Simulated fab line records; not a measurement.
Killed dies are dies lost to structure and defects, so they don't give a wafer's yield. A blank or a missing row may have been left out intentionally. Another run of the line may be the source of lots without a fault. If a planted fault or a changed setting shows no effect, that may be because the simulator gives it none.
What tool caused it?    flow gf180mcu    7 lots (21 wafers sampled), 1 step of a 602-step route

## WHAT EACH GAUGE READ, for each wafer
GF_PSD_CD_MEAS_07 targets a cd of 400 nm.
lot   measured      on         cd_nm (nm)
L490  day 15 04:25  cd_sem-02  398.4 399.6 398.8
L492  day 15 21:17  cd_sem-02  399.8 400.7 400.3
L494  day 16 18:35  cd_sem-02  397.6 397.7 397.4
L497  day 17 16:13  cd_sem-01  399.4 394.9 397.6
L500  day 18 15:59  cd_sem-02  401.1 401.5 403.5
L508  day 21 05:26  cd_sem-01  398.1 397.5 397.6
L510  day 21 19:45  cd_sem-02  397.4 396.8 399.7

## TOOL THAT RAN EACH LOT (tool first, then ch and the chambers of the sampled wafers, then the start)
No process step before these readings appears in the record.

## THE ANSWER, worked out from the rows above alone
Rule: the lots themselves supply what counts as usual. The widest of any qualifying gaps counts: lots, ordered by their means at a reading, are off when they make up no more than a third of the lots, leave a main group of 4 or more, and stand apart from it by 3 or more times the standard deviation of that group's means. The tables above print the reading to a certain number of digits; a main group whose means all agree to those digits is not used. A lot without any number at a reading at which 4 lots or more have one is off too. Where the step has rows for the other lots, those lots are counted as sound.
No lot is off on any of the readings shown, so nothing can be concluded from this.

## WHAT WAS PUT IN BY THE SIMULATOR
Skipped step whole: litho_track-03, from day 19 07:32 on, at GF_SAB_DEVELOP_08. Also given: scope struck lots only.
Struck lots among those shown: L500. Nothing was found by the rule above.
